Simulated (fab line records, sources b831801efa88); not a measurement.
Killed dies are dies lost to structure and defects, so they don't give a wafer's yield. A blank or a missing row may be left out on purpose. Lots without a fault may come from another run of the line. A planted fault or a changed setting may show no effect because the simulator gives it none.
One fault seen from 2 desks | flow sky130 | each desk has only its own numbers; what lay behind them comes last

THE METROLOGY DESK
What the gauges read, lot by lot, whatever tool the lot ran on: means of the sampled wafers that have a number. A lot is out of limits, marked OUT, if its mean lies more than 4 standard deviations from the usual mean; the brackets give that distance.
Columns: A = POLY_GATE_TW at SKY_RES_PROTECT_TW_MEAS_08, usual 4042; B = POLY_GATE_CVD_03_THK at SKY_POLY_GATE_THK_MEAS_04, usual 74.9 nm; C = LDD_LDN_OVL at SKY_LDD_LDN_OVL_MEAS_07, usual 0.3 nm; D = LDD_LDN_TW at SKY_LDD_LDN_TW_MEAS_13, usual 1470
lot  | first seen here | A    | B    | C    | D
L639 | day 15 20:32    | 4060 | 74.3 | 1.1  | 1480
L640 | day 16 04:23    | 4046 | 75.5 | 1.1  | 1481
L641 | day 16 20:02    | 4055 | 74.3 | 0.7  | 1462
L643 | day 16 20:19    | 4063 | 73.9 | 0.7  | 1492
L642 | day 17 05:03    | 4002 | 74.5 | -0.2 | 1479
L645 | day 18 00:12    | 4066 | 73.7 | 0.6  | 1472
L646 | day 18 03:44    | 4048 | 73.7 | -0.1 | 1461
L648 | day 19 02:39    | 4063 | 74.0 | -1.2 | 1347 (-12) OUT
L650 | day 19 19:50    | 4033 | 74.9 | -0.3 | 1352 (-12) OUT
L651 | day 20 18:20    | 4018 | 74.2 | 1.2  | 1335 (-14) OUT
L652 | day 21 04:20    | 4072 | 75.3 | -0.5 | 1455
L654 | day 21 23:50    | 4047 | 76.3 | 1.0  | 1469
L660 | day 23 14:22    | 4069 | 74.6 | -1.6 | 1454
L659 | day 23 14:39    | 4024 | 76.0 | 0.1  | 1481
L661 | day 23 22:44    | 4039 | 76.0 | -0.8 | 1487
This desk's finding: out of limits on L648, L650, L651; first on L648, day 27 05:19 (LDD_LDN_TW at SKY_LDD_LDN_TW_MEAS_13). In limits: L639, L640, L641, L643, L642, L645, L646, L652, L654, L660, L659, L661.

THE TOOL OWNER'S DESK: implanter-01
The tool's own readings at SKY_LDD_LDN_IMPLANT_10: means of the sampled wafers that have a number, for each lot that ran on this tool. A lot is out of limits, marked OUT, if its mean lies more than 4 standard deviations from the usual mean; the brackets give that distance.
Columns: A = beam_energy_keV at SKY_LDD_LDN_IMPLANT_10, usual 15.000; B = beam_on_s at SKY_LDD_LDN_IMPLANT_10, usual 10.01 s; C = faraday_current_uA at SKY_LDD_LDN_IMPLANT_10, usual 70.4
lot  | first seen here | A      | B     | C
L639 | day 23 14:59    | 15.001 | 10.02 | 70.5
L640 | day 23 23:28    | 15.006 | 9.89  | 71.2
L641 | day 24 16:25    | 15.003 | 9.94  | 70.9
L642 | day 25 00:40    | 15.000 | 10.01 | 70.6
L652 | day 28 21:49    | 14.999 | 9.79  | 71.8
L660 | day 31 03:25    | 14.999 | 9.97  | 70.9
L659 | day 31 04:44    | 14.997 | 10.03 | 70.4
This desk's finding: nothing out of limits on any of the 7 lots.

PUT TOGETHER
The metrology desk could have raised an alarm at day 27 05:19, on L648, L650, L651.
The tool owner's desk saw nothing out of limits.
The tool owner's desk has no number on record for L648, L650, L651.
Of the lots named, all ran SKY_LDD_LDN_IMPLANT_10 on implanter-01.

WHAT THE SIMULATOR HAD PUT IN
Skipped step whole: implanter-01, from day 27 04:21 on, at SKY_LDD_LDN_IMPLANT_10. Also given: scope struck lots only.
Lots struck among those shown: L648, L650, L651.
Hours from the fault's start to each desk's first reading out of limits: the metrology desk, 1.
